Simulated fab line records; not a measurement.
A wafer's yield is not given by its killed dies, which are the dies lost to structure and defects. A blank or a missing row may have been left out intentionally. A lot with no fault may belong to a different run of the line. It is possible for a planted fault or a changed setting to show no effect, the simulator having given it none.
The tool behind it: which one? / flow gf180mcu / 13 lots with 39 wafers sampled at 4 steps, on a route of 602 steps

== WHAT THE GAUGES SHOWED, per wafer ==
GF_VT_IMPLANT_OVL_MEAS_40. Usual: for VT_IMPLANT_03_OVL the level is 0.3 nm and the standard deviation is 1.2.
lot=L644; measured=day 8 09:36; on=overlay-02; VT_IMPLANT_03_OVL (nm)=1.7 2.0 1.1; flag=
lot=L645; measured=day 8 16:02; on=overlay-01; VT_IMPLANT_03_OVL (nm)=0.1 0.0 -0.3; flag=
lot=L646; measured=day 8 22:08; on=overlay-02; VT_IMPLANT_03_OVL (nm)=0.2 1.0 1.8; flag=
lot=L647; measured=day 9 05:32; on=overlay-01; VT_IMPLANT_03_OVL (nm)=0.6 1.1 0.4; flag=
lot=L648; measured=day 9 16:29; on=overlay-02; VT_IMPLANT_03_OVL (nm)=1.8 0.5 1.4; flag=
lot=L650; measured=day 9 23:20; on=overlay-02; VT_IMPLANT_03_OVL (nm)=-0.4 0.5 -0.5; flag=
lot=L651; measured=day 10 16:38; on=overlay-01; VT_IMPLANT_03_OVL (nm)=-0.8 0.0 -1.8; flag=
lot=L652; measured=day 11 01:08; on=overlay-01; VT_IMPLANT_03_OVL (nm)=-0.2 0.0 0.3; flag=
lot=L653; measured=day 11 02:54; on=overlay-02; VT_IMPLANT_03_OVL (nm)=0.5 0.5 1.3; flag=
lot=L657; measured=day 12 03:02; on=overlay-02; VT_IMPLANT_03_OVL (nm)=1.1 0.1 0.4; flag=
lot=L658; measured=day 12 07:53; on=overlay-01; VT_IMPLANT_03_OVL (nm)=-0.8 -0.6 -0.6; flag=
lot=L661; measured=day 13 09:41; on=overlay-02; VT_IMPLANT_03_OVL (nm)=1.0 1.1 1.7; flag=
lot=L664; measured=day 14 01:02; on=overlay-01; VT_IMPLANT_03_OVL (nm)=1.2 0.6 0.3; flag=

GF_VT_IMPLANT_RS_MEAS_49: a four-point-probe measurement. Usual: for MVPSD_RS the level is 1168 ohm/sq and the standard deviation is 3.5.
lot=L644; measured=day 8 10:29; on=film_metro-03; MVPSD_RS (ohm/sq)=1170 1169 1169; flag=
lot=L645; measured=day 8 16:53; on=film_metro-03; MVPSD_RS (ohm/sq)=1167 1171 1167; flag=
lot=L646; measured=day 8 22:59; on=film_metro-03; MVPSD_RS (ohm/sq)=1167 1170 1170; flag=
lot=L647; measured=day 9 06:23; on=film_metro-01; MVPSD_RS (ohm/sq)=1173 1168 1171; flag=
lot=L648; measured=day 9 17:20; on=film_metro-04; MVPSD_RS (ohm/sq)=1172 1172 1170; flag=
lot=L650; measured=day 10 00:11; on=film_metro-01; MVPSD_RS (ohm/sq)=1167 1166 1165; flag=
lot=L651; measured=day 10 17:29; on=film_metro-04; MVPSD_RS (ohm/sq)=1174 1176 1174; flag=
lot=L652; measured=day 11 01:59; on=film_metro-01; MVPSD_RS (ohm/sq)=1163 1168 1170; flag=
lot=L653; measured=day 11 03:47; on=film_metro-04; MVPSD_RS (ohm/sq)=1164 1169 1167; flag=
lot=L657; measured=day 12 03:55; on=film_metro-01; MVPSD_RS (ohm/sq)=1164 1168 1168; flag=
lot=L658; measured=day 12 08:46; on=film_metro-04; MVPSD_RS (ohm/sq)=1171 1174 1169; flag=
lot=L661; measured=day 13 10:33; on=film_metro-01; MVPSD_RS (ohm/sq)=1172 1172 1173; flag=
lot=L664; measured=day 14 01:55; on=film_metro-03; MVPSD_RS (ohm/sq)=1172 1170 1170; flag=

GF_HV_LDD_TW_MEAS_23. Usual: for HV_LDD_2_TW the level is 1057 and the standard deviation is 14.
lot=L644; measured=day 11 16:05; on=film_metro-03; HV_LDD_2_TW=1066 1071 1059; flag=
lot=L645; measured=day 12 00:01; on=film_metro-01; HV_LDD_2_TW=1040 1042 1039; flag=
lot=L646; measured=day 12 08:32; on=film_metro-01; HV_LDD_2_TW=1037 1044 1036; flag=
lot=L647; measured=day 12 17:02; on=film_metro-03; HV_LDD_2_TW=1081 1069 1067; flag=
lot=L648; measured=day 13 02:38; on=film_metro-01; HV_LDD_2_TW=1044 1053 1049; flag=
lot=L650; measured=day 13 10:44; on=film_metro-03; HV_LDD_2_TW=1082 1079 1076; flag=
lot=L651; measured=day 14 06:20; on=film_metro-03; HV_LDD_2_TW=1086 1073 1078; flag=
lot=L652; measured=day 14 20:13; on=film_metro-04; HV_LDD_2_TW=1295 1294 1303; flag=OFF
lot=L653; measured=day 14 20:58; on=film_metro-04; HV_LDD_2_TW=1045 1051 1049; flag=
lot=L657; measured=day 15 23:57; on=film_metro-01; HV_LDD_2_TW=1042 1048 1046; flag=
lot=L658; measured=day 16 02:47; on=film_metro-01; HV_LDD_2_TW=1298 1305 1311; flag=OFF
lot=L661; measured=day 17 09:41; on=film_metro-04; HV_LDD_2_TW=1041 1047 1047; flag=
lot=L664; measured=day 18 02:51; on=film_metro-03; HV_LDD_2_TW=1072 1075 1068; flag=

== WHICH TOOL RAN EACH LOT (tool, then ch and the chambers of the sampled wafers, then the start) ==
lot=L644; GF_HV_LDD_IMPLANT_21=implanter-02 ch 0, day 11 15:52
lot=L645; GF_HV_LDD_IMPLANT_21=implanter-03 ch 0, day 11 23:46
lot=L646; GF_HV_LDD_IMPLANT_21=implanter-02 ch 0, day 12 08:17
lot=L647; GF_HV_LDD_IMPLANT_21=implanter-02 ch 0, day 12 16:47
lot=L648; GF_HV_LDD_IMPLANT_21=implanter-03 ch 0, day 13 02:23
lot=L650; GF_HV_LDD_IMPLANT_21=implanter-02 ch 0, day 13 10:29
lot=L651; GF_HV_LDD_IMPLANT_21=implanter-04 ch 0, day 14 06:05
lot=L652; GF_HV_LDD_IMPLANT_21=implanter-03 ch 0, day 14 19:38
lot=L653; GF_HV_LDD_IMPLANT_21=implanter-03 ch 0, day 14 20:44
lot=L657; GF_HV_LDD_IMPLANT_21=implanter-02 ch 0, day 15 23:43
lot=L658; GF_HV_LDD_IMPLANT_21=implanter-03 ch 0, day 16 02:04
lot=L661; GF_HV_LDD_IMPLANT_21=implanter-04 ch 0, day 17 09:26
lot=L664; GF_HV_LDD_IMPLANT_21=implanter-04 ch 0, day 18 02:37
- GF_HV_LDD_IMPLANT_21

== WHAT THE TOOLS THEMSELVES READ (means of the sampled wafers that have a number; where no wafer has one, the mark that the record gives instead) ==
The record holds no such reading with a usual standard deviation.

== THE ANSWER, worked out from the rows above alone ==
Rule: take the mean of a lot's wafers that have a number; if it is more than 3 standard deviations from the usual mean, the lot is off. Also off: a lot with no number at a reading for which 4 or more lots have one. All remaining lots with rows at the step are treated as sound. Order of review: gauges by route order, followed by the tools' own readings, for which a lot's mean as printed above is used. The first step at which some lot is off is used, and at that step the reading that is off furthest; a lot without a number counts as furthest.
Off: L652, L658, seen at GF_HV_LDD_TW_MEAS_23 (HV_LDD_2_TW).
A tool fits if, at a process step before that reading, it ran every lot that is off, and no sound lot after the first of them. Those tools and the gauges at GF_HV_LDD_TW_MEAS_23 are tried in the same way. Not one of the candidates tried fits.

== WHAT WAS PUT IN BY THE SIMULATOR ==
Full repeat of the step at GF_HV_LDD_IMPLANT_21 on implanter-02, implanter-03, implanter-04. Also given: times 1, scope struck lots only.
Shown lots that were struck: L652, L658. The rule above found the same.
